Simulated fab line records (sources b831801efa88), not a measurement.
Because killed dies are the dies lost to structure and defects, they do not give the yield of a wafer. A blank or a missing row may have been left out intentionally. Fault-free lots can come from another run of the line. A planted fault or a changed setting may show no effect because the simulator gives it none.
fab line records	flow sky130
record: lots: 12	wafers: 36	lastDay: 50
route steps=708 shown FIELD_ISO@15 DNWELL@43 NWELL@63 PAD_OPEN@708
lots that met no fault: from a run of the same line without faults
startH: hours from the record's opening day to when the first of the lot's shown wafers began	waitH: hours elapsed since this lot's preceding step	" identical to the entry in the row above	L1.1+2: a row that stands for several wafers	- no value, or no start given	* or withheld: withheld	< > ~ a bound
route shown NAME@n: names a module that has steps shown in the file, with the first one's number in the route	usual: mean/standard deviation of fault-free wafers	same: alike in all rows	chamber/n: place in a boat	sites: readings site by site	_std_site: standard deviation across them	_edge_site: outer sites' mean less inner sites'	radiusMm: for every site, how far away it sits from the centre of the wafer	mask NAME#n: copy n	behind: the tool/chamber that last shaped the wafer	hold: reason for holding the lot/hours on hold/outcome of the hold	device: the n, p or np transistor that did not switch	end of line: tests run on the same wafers once the route is complete	a step given without rows: its recipe and nothing more	killed: dies lost to structure and defects at the first sort, not the wafer's yield	map: a wafer's dies, marking killed ones x, the rest . and places with no die _
set.NAME: setting as actually run; set.NAME@STEP: the setting as run at that earlier step	model.NAME: the simulator's own value behind a step, which no gauge read
the route's steps for a sample of lots (tables are steps, rows are wafers)
services: from which hour (startH, from the record's first day; less than 0 if before it) a tool's chamber was out of use, for how many hours, and why
== steps ==
step: SKY_FIELD_ISO_ETCH_14
recipe: chemistry: N2/H2	target: BARC	ionEnergyEv: 200	sourceW: 500	biasW: 100	pressureMtorr: 30	n2FlowSccm: 100	h2FlowSccm: 200	stopOn: SiO2	timeS: 45.9	targetDepthA: 600
usual: drypumpMotorCurrentA: 5.6/0.33	oesProductAu: 0.855/0.0047	throttleValvePct: 13.225/0.0096
lot.wafer	tool	chamber	startH	waitH	drypumpMotorCurrentA	oesProductAu	rfHoursCounterH	throttleValvePct
L488.2	rieDiel-01	0	36.33	0.1	5.3	0.856	101	13.239
L488.3	"	3	"	"	6.0	0.848	99	13.218
L488.6	"	3	"	"	6.0	0.848	-	13.243
L492.1	rieDiel-01	1	54.66	0.1	6.4	0.863	160	13.236
L492.2	"	0	"	"	5.3	0.855	101	13.217
L492.6	"	3	"	"	6.0	0.858	-	13.232
L494.1	rieDiel-03	3	65.66	0.1	5.4	0.851	99	13.214
L494.3	"	1	"	"	5.5	0.861	2	13.227
L494.4	"	0	"	"	5.9	0.854	-	13.217
L499.1	rieDiel-04	2	89.46	0.1	6.1	0.849	155	13.228
L499.3	"	3	"	"	5.7	0.857	112	13.239
L499.4	"	0	"	"	5.4	0.860	116	13.234
L502.1	rieDiel-01	1	109.23	0.1	6.4	0.855	161	13.218
L502.2	"	0	"	"	5.3	0.855	102	13.214
L502.5	"	2	"	"	5.8	0.854	-	13.231
L503.1	rieDiel-04	1	115.96	0.1	5.2	0.865	11	13.227
L503.4	"	0	"	"	5.4	0.865	-	13.216
L503.5	"	3	"	"	5.7	0.863	-	13.217
L505.1	rieDiel-04	0	121.72	0.1	5.4	0.852	116	13.229
L505.3	"	0	"	"	5.4	0.853	-	13.232
L505.4	"	1	"	"	5.2	0.859	-	13.217
L506.2	rieDiel-01	2	126.73	0.1	5.8	0.855	49	13.232
L506.5	"	3	"	"	6.0	0.860	-	13.212
L506.6	"	0	"	"	5.3	0.856	-	13.237
L507.1	rieDiel-01	0	133.57	0.1	5.3	0.856	103	13.216
L507.3	"	2	"	"	5.8	0.853	49	13.225
L507.6	"	0	"	"	5.3	0.852	-	13.243
L508.1	rieDiel-03	1	138.02	0.1	5.5	0.858	3	13.232
L508.4	"	1	"	"	5.4	0.856	-	13.234
L508.5	"	3	"	"	5.4	0.847	-	13.222
L509.2	rieDiel-04	0	143.63	0.1	5.4	0.852	117	13.217
L509.4	"	3	"	"	5.7	0.852	113	13.228
L509.5	"	0	"	"	5.4	0.857	-	13.234
L510.3	rieDiel-03	1	152.16	0.1	5.5	0.850	3	13.230
L510.4	"	3	"	"	5.4	0.851	-	13.232
L510.6	"	1	"	"	5.5	0.853	-	13.219
step: SKY_DNWELL_STRIP_08
recipe: chemistry: O2/N2	powerW: 1400	pressureMtorr: 1500	platenTempC: withheld	o2FlowSccm: 3000	n2FlowSccm: 300	overashFraction: 0.5
usual: chamberPressureMTorr: 1500.0/1.4	drypumpMotorCurrentA: 5.8/0.59	oesProductAu: 0.722/0.005	stripTimeToEndpointS: 36.87/0.1
lot.wafer	tool	chamber	startH	waitH	chamberPressureMTorr	drypumpMotorCurrentA	oesProductAu	rfHoursCounterH	stripTimeToEndpointS
L488.2	plasmaAsher-01	1	60.46	0.1	1498.9	5.6	0.729	37	36.75
L488.3	"	0	"	"	1501.8	5.3	0.728	-	36.74
L488.6	"	1	"	"	1500.9	5.6	0.731	-	36.75
L492.1	plasmaAsher-01	1	78.71	0.1	1498.3	5.6	0.728	39	36.86
L492.2	"	0	"	"	1501.7	5.3	0.727	39	36.93
L492.6	"	0	"	"	1502.2	5.3	0.727	-	36.91
L494.1	plasmaAsher-02	1	90.51	0.1	1501.9	5.3	0.722	28	36.75
L494.3	"	0	"	"	1499.2	6.7	0.727	-	36.82
L494.4	"	1	"	"	1500.2	5.3	0.720	-	36.84
L499.1	plasmaAsher-04	1	115.96	0.1	1501.4	6.5	0.726	43	36.98
L499.3	"	1	"	"	1498.3	6.5	0.722	-	37.01
L499.4	"	0	"	"	1498.9	5.2	0.734	-	37.04
L502.1	plasmaAsher-02	1	134.91	0.1	1501.2	5.4	0.731	33	36.87
L502.2	"	0	"	"	1500.5	6.7	0.718	33	37.03
L502.5	"	1	"	"	1498.1	5.3	0.714	-	37.01
L503.1	plasmaAsher-02	1	142.99	0.1	1501.3	5.4	0.718	34	36.89
L503.4	"	0	"	"	1500.5	6.7	0.724	-	36.86
L503.5	"	0	"	"	1500.1	6.7	0.717	-	36.97
L505.1	plasmaAsher-04	1	153.16	0.1	1500.3	6.5	0.709	47	36.74
L505.3	"	1	"	"	1499.4	6.5	0.717	-	36.92
L505.4	"	0	"	"	1499.9	5.2	0.720	-	36.90
L506.2	plasmaAsher-04	0	155.76	0.1	1500.2	5.3	0.722	47	36.90
L506.5	"	0	"	"	1500.4	5.2	0.721	-	36.91
L506.6	"	1	"	"	1499.2	6.5	0.722	-	36.93
L507.1	plasmaAsher-01	1	160.26	0.1	1500.0	5.6	0.733	4	36.77
L507.3	"	0	"	"	1499.3	5.3	0.730	-	36.78
L507.6	"	0	"	"	1498.2	5.3	0.722	-	36.72
L508.1	plasmaAsher-01	0	164.01	0.1	1502.0	5.3	0.722	4	37.00
L508.4	"	0	"	"	1500.3	5.3	0.716	-	36.93
L508.5	"	0	"	"	1499.8	5.3	0.726	-	36.89
L509.2	plasmaAsher-01	0	170.64	0.1	1499.3	5.3	0.721	5	36.83
L509.4	"	0	"	"	1502.2	5.3	0.723	-	36.66
L509.5	"	1	"	"	1498.9	5.6	0.719	-	36.65
L510.3	plasmaAsher-02	0	180.69	0.1	1501.4	6.8	0.720	-	36.80
L510.4	"	1	"	"	1500.3	5.3	0.716	-	36.76
L510.6	"	1	"	"	1498.5	5.4	0.723	-	36.70
step: SKY_NWELL_OVL_MEAS_10
usual: NWELL_00_OVL: -0.9/1.7
lot.wafer	tool	chamber	startH	waitH	NWELL_00_OVL[nm]
L488.2	overlay-02	-	93.67	-	0.4
L488.3	"	-	"	"	2.8
L488.6	"	-	"	"	1.0
L492.1	overlay-01	-	113.70	-	-2.0
L492.2	"	-	"	"	-0.5
L492.6	"	-	"	"	-1.5
L494.1	overlay-02	-	126.26	-	1.9
L494.3	"	-	"	"	1.7
L494.4	"	-	"	"	1.4
L499.1	overlay-02	-	154.01	-	-1.4
L499.3	"	-	"	"	-2.0
L499.4	"	-	"	"	-2.6
L502.1	overlay-01	-	175.05	-	1.1
L502.2	"	-	"	"	-1.0
L502.5	"	-	"	"	0.0
L503.1	overlay-02	-	182.80	-	1.7
L503.4	"	-	"	"	-0.5
L503.5	"	-	"	"	-0.5
L505.1	overlay-02	-	195.06	-	-3.1
L505.3	"	-	"	"	-3.9
L505.4	"	-	"	"	-2.6
L506.2	overlay-01	-	197.51	-	-1.7
L506.5	"	-	"	"	-3.0
L506.6	"	-	"	"	-1.7
L507.1	overlay-02	-	201.46	-	-1.2
L507.3	"	-	"	"	-1.3
L507.6	"	-	"	"	-1.2
L508.1	overlay-01	-	206.16	-	-0.8
L508.4	"	-	"	"	-0.5
L508.5	"	-	"	"	-1.5
L509.2	overlay-02	-	213.52	-	-0.4
L509.4	"	-	"	"	-0.7
L509.5	"	-	"	"	-2.9
L510.3	overlay-01	-	222.46	-	-1.0
L510.4	"	-	"	"	-2.1
L510.6	"	-	"	"	-3.4
step: SKY_NWELL_STRIP_14
recipe: chemistry: O2/N2	powerW: 1400	pressureMtorr: 1500	platenTempC: withheld	o2FlowSccm: 3000	n2FlowSccm: 300	overashFraction: 0.5
usual: chamberPressureMTorr: 1500.0/1.4	drypumpMotorCurrentA: 5.7/0.64	oesProductAu: 0.722/0.0048	stripTimeToEndpointS: 36.90/0.11
lot.wafer	tool	chamber	startH	waitH	chamberPressureMTorr	drypumpMotorCurrentA	oesProductAu	rfHoursCounterH	stripTimeToEndpointS
L488.2	plasmaAsher-03	0	94.15	0.1	1500.3	5.8	0.727	41	36.90
L488.3	"	0	"	"	1498.8	5.8	0.727	-	36.90
L488.6	"	0	"	"	1500.2	5.8	0.727	-	37.03
L492.1	plasmaAsher-04	1	114.19	0.1	1497.7	6.5	0.713	43	36.68
L492.2	"	0	"	"	1202.5	5.3	0.699	43	39.69
L492.6	"	0	"	"	1200.1	5.2	0.684	-	39.68
L494.1	plasmaAsher-04	1	126.75	0.1	1499.8	6.5	0.716	44	37.03
L494.3	"	0	"	"	1197.8	5.2	0.673	-	39.96
L494.4	"	1	"	"	1500.9	6.5	0.724	-	36.90
L499.1	plasmaAsher-02	0	154.49	0.1	1501.2	6.7	0.716	35	36.72
L499.3	"	1	"	"	1498.8	5.4	0.720	-	36.86
L499.4	"	0	"	"	1501.8	6.7	0.729	-	36.72
L502.1	plasmaAsher-02	0	175.54	0.1	1498.7	6.7	0.717	37	36.80
L502.2	"	1	"	"	1499.7	5.3	0.722	37	37.02
L502.5	"	0	"	"	1501.0	6.8	0.723	-	36.93
L503.1	plasmaAsher-02	0	183.29	0.1	1498.7	6.7	0.721	38	36.78
L503.4	"	1	"	"	1499.6	5.3	0.722	-	36.66
L503.5	"	1	"	"	1501.1	5.3	0.725	-	36.72
L505.1	plasmaAsher-04	0	195.55	0.1	1501.1	5.2	0.722	51	36.89
L505.3	"	1	"	"	1500.2	6.5	0.721	-	36.93
L505.4	"	0	"	"	1501.3	5.2	0.724	-	36.97
L506.2	plasmaAsher-03	0	197.99	0.1	1499.5	5.8	0.716	50	36.66
L506.5	"	1	"	"	1499.7	4.9	0.725	-	36.82
L506.6	"	0	"	"	1499.0	5.8	0.722	-	36.80
L507.1	plasmaAsher-02	1	201.95	0.1	1501.0	5.4	0.718	40	36.89
L507.3	"	0	"	"	1500.6	6.8	0.730	-	36.85
L507.6	"	1	"	"	1499.7	5.3	0.727	-	36.76
L508.1	plasmaAsher-03	1	206.64	0.1	1501.9	4.9	0.716	51	36.93
L508.4	"	1	"	"	1499.1	4.9	0.724	-	36.88
L508.5	"	0	"	"	1500.5	5.8	0.721	-	36.91
L509.2	plasmaAsher-04	0	214.00	0.1	1499.8	5.2	0.728	53	36.96
L509.4	"	1	"	"	1499.4	6.4	0.723	-	37.06
L509.5	"	1	"	"	1502.5	6.4	0.722	-	36.98
L510.3	plasmaAsher-03	1	222.97	0.1	1499.2	4.9	0.717	-	36.98
L510.4	"	0	"	"	1501.3	5.8	0.715	-	37.20
L510.6	"	1	"	"	1499.0	5.0	0.723	-	37.03
step: SKY_PAD_OPEN_PROBE_99
usual: killed_at_M0_to_M3: 42/7.3	killed_at_M4_up: 3.4/2	killedAtContacts: 24/5.8	killedAtFrontEnd: 15/4.6	killedAtOther: 0.3/0.62	killedDies: 84/9.8	killedOpen: 47/6.9	killedShort: 38/6.3
same: grossDies: 492	killedAtBackSide: 0
lot.wafer	tool	chamber	startH	waitH	killed_at_M0_to_M3	killed_at_M4_up	killedAtContacts	killedAtFrontEnd	killedAtOther	killedDies	killedOpen	killedShort
L499.1	prober-01	-	1170.37	0.1	40	8	25	13	1	87	47	40
L499.3	prober-01	-	1170.47	0.2	34	2	25	13	0	74	47	27
L499.4	prober-01	-	1170.52	0.2	32	2	34	9	0	77	49	28
L503.1	prober-01	-	1172.57	0.1	60	1	30	14	0	105	55	50
L503.4	prober-01	-	1172.72	0.2	36	3	29	18	0	86	48	38
L503.5	prober-01	-	1172.77	0.2	43	2	27	17	1	90	46	44
L505.1	prober-01	-	1177.07	0.1	49	6	35	11	0	101	59	42
L505.3	prober-01	-	1177.17	0.2	50	2	19	14	0	85	42	43
L505.4	prober-01	-	1177.22	0.2	44	2	25	25	0	96	59	37
killed by level:class
L499.1 VIA1:geometricParticle:open=11 LOCAL_INTERCONNECT:geometricParticle:short=7 CONTACT:geometricParticle:open=7 CONTACT:geometricParticle:short=6 FIELD_ISO:geometricParticle:open=4 POLY_GATE:geometricParticle:open=4 VIA1:geometricParticle:short=4 VIA2:geometricParticle:open=4
L499.3 VIA2:geometricParticle:open=11 CONTACT:geometricParticle:open=9 VIA1:geometricParticle:open=7 CONTACT:geometricParticle:short=6 LI_CONTACT:geometricParticle:open=5 POLY_GATE:geometricParticle:open=4 VIA3:geometricParticle:open=4 FIELD_ISO:geometricParticle:open=3
L499.4 LI_CONTACT:geometricParticle:open=14 VIA1:geometricParticle:open=14 CONTACT:geometricParticle:short=7 CONTACT:geometricParticle:open=5 METAL3:geometricParticle:short=4 SPACER:geometricParticle:short=3 LI_CONTACT:geometricParticle:short=3 LOCAL_INTERCONNECT:geometricParticle:open=3
L503.1 CONTACT:geometricParticle:open=12 VIA1:geometricParticle:short=9 POLY_GATE:geometricParticle:open=8 CONTACT:geometricParticle:short=8 METAL1:geometricParticle:short=8 VIA1:geometricParticle:open=8 VIA3:geometricParticle:open=8 VIA2:geometricParticle:open=7
L503.4 LI_CONTACT:geometricParticle:open=10 VIA1:geometricParticle:open=10 CONTACT:geometricParticle:open=8 FIELD_ISO:geometricParticle:open=7 CONTACT:geometricParticle:short=7 FIELD_ISO:geometricParticle:short=6 METAL1:geometricParticle:short=6 VIA3:geometricParticle:open=5
L503.5 METAL1:geometricParticle:short=12 CONTACT:geometricParticle:open=9 LI_CONTACT:geometricParticle:open=8 VIA1:geometricParticle:short=6 VIA1:geometricParticle:open=5 FIELD_ISO:geometricParticle:open=4 POLY_GATE:geometricParticle:open=4 LOCAL_INTERCONNECT:geometricParticle:short=4
L505.1 LI_CONTACT:geometricParticle:open=13 VIA1:geometricParticle:open=13 CONTACT:geometricParticle:open=8 CONTACT:geometricParticle:short=6 VIA2:geometricParticle:open=6 VIA3:geometricParticle:open=6 VIA3:geometricParticle:short=5 LOCAL_INTERCONNECT:geometricParticle:short=4
L505.3 VIA1:geometricParticle:open=12 VIA1:geometricParticle:short=9 VIA3:geometricParticle:open=7 LI_CONTACT:geometricParticle:open=5 VIA2:geometricParticle:open=5 METAL3:geometricParticle:short=5 CONTACT:geometricParticle:short=4 CONTACT:geometricParticle:open=4
L505.4 CONTACT:geometricParticle:open=12 VIA1:geometricParticle:open=11 VIA3:geometricParticle:open=9 FIELD_ISO:geometricParticle:open=8 VIA2:geometricParticle:open=6 FIELD_ISO:geometricParticle:short=6 METAL2:geometricParticle:short=6 POLY_GATE:geometricParticle:open=5
== services ==
tool	chamber	startH	hours	kind
plasmaAsher-04	-	13.76	14.6	pm
rieDiel-04	3	32.21	2.7	repair
rieDiel-01	3	41.61	5.6	repair
rieDiel-03	-	42.57	0.6	repair
rieDiel-03	2	52.02	20.9	repair
plasmaAsher-03	-	59.54	0.9	repair
rieDiel-04	0	59.95	3.7	repair
rieDiel-04	-	75.48	2.8	pm
rieDiel-03	2	76.31	3.8	repair
plasmaAsher-02	-	92.78	3.9	repair
rieDiel-01	3	101.72	7.7	repair
rieDiel-04	2	106.59	15.9	repair
plasmaAsher-01	-	108.75	9.0	pm
rieDiel-04	3	119.88	3.3	repair
plasmaAsher-03	-	125.48	9.8	pm
plasmaAsher-01	-	127.27	1.2	repair
rieDiel-03	2	129.03	14.7	repair
plasmaAsher-03	-	142.07	0.8	repair
rieDiel-03	0	152.08	7.3	repair
rieDiel-01	1	154.79	4.8	repair
plasmaAsher-03	-	167.32	0.3	repair
rieDiel-04	1	181.29	47.6	repair
rieDiel-04	3	203.85	8.3	repair
rieDiel-01	-	205.72	0.4	repair
== key ==
firstSign: step: SKY_NWELL_STRIP_14	reading: chamberPressureMTorr	direction: down	sigmas: 99+	usual: 1500.0	struck: 1200.1
effect: step: SKY_NWELL_STRIP_14	reading: stripTimeToEndpointS	direction: up	sigmas: 27	usual: *	struck: *
metAt SKY_NWELL_STRIP_14
struckLots L492,L494
struckWafers L492.2,L492.6,L494.3
testerLeftOut L492,L494
notActingAt SKY_FIELD_ISO_ETCH_14,SKY_DNWELL_STRIP_08,SKY_NWELL_OVL_MEAS_10
fault: kind: processParameterDrift	tool: plasmaAsher-04	chamber: 0	onsetH: 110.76	steps: SKY_NWELL_STRIP_14	channel: pressureMtorr	offset: -300	shape: step	endH: 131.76	actsIn: theseRecipesOnly	stated: 1500
testerLeftOut: of these lots the tester's yield and bins aren't shown, on N5 and GAA mostly nor the transistor test; their killed dies are dies lost to structure and defects alone, not to doping, threshold or leakage, so they don't give the yield
